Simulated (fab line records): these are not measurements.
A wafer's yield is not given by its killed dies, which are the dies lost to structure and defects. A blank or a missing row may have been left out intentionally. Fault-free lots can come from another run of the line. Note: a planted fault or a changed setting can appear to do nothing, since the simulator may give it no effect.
Problem report in the 8D (eight disciplines) form, filled by code :: flow gf180mcu :: the parts of the form that need people (team, actions taken, sign-off) are left out

## 1. WHAT WENT WRONG
At GF_STI_ETCH_14, runLengthS averages 120.6 s over 2 wafers from 2 lots, while fault-free wafers read 131.3 s, standard deviation 0.54. That puts it -20 standard deviations away from the usual mean.
The step: etches Si in HBr/Cl2/O2, target depth 360 nm, time 102.9 s.
First observed at day 4 01:31: wafer L980.3, on rieSi-01. At this step, 17 wafers from 6 lots have a number in the record. The rule behind "out" and "out of limits": a value lying over 4 standard deviations away from the usual mean. The other wafers with a number count as sound.

## 2. WHAT IT IS AND WHAT IT IS NOT
question: which readings at this step
is: runLengthS
is not: drypumpMotorCurrentA, oesProductAu, throttleValvePct

question: which lots
is: L980, L984
is not: L973, L975, L979, L994

question: which wafers of those lots
is: L980.3, L984.3
is not: L980.2, L984.1, L984.6

question: read on which tools
is: rieSi-01
is not: rieSi-02

question: when
is: from day 4 01:31
is not: up to then (10 sound wafers); but 5 sound wafers of L984, L994 came after

## 3. THE SUSPECTS, EACH WITH WHAT RULES IT OUT
Counting: if a tool at a process step up to the reading ran every lot that is out, it stays a suspect. Sound lots after the first of them don't rule it out here, since some wafers of a struck lot are sound.
- rieSi-01 at GF_STI_ETCH_14 (etches Si in HBr/Cl2/O2, target depth 360 nm, time 102.9 s): kept. It processed each lot that is out (first: L980, day 4 01:31); up to then, its last sound lot is L975 (day 2 23:37). Its own runLengthS readings are out on those wafers.
Left after counting: rieSi-01 at GF_STI_ETCH_14.

## 4. THE CAUSE (what the simulator had put in)
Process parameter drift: rieSi-01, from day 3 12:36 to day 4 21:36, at GF_STI_ETCH_14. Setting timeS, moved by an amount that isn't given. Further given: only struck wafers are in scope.
After counting, this tool was the only one left.

## 5. THE EFFECT CHAIN, in route order
Each row: a reading whose mean over the struck wafers that have a number lies more than 3 standard deviations from the usual. Scope: only readings with a usual standard deviation given in the record; hours: median across lots of the time from each lot's start at the first step in this table that gives one to its start at this step; sigmas: change in usual standard deviations.
hours: 0
step: GF_STI_ETCH_14
reading: runLengthS
usual: 131.3 s
on struck wafers: 120.6
change: -10.7
sigmas: -20

hours: 0
step: GF_STI_STRIP_15
reading: stripTimeToEndpointS
usual: 3.75 s
on struck wafers: 3.91
change: +0.16
sigmas: +3.0
Here are the process steps it includes:
- GF_STI_ETCH_14: etches Si in HBr/Cl2/O2, target depth 360 nm, time 102.9 s.
- GF_STI_STRIP_15: strips in O2/N2.

## 6. WHAT WOULD HAVE CAUGHT IT SOONER
In this record no reading fell out of limits until day 4 01:31, 13 hours after the fault had begun at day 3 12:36.
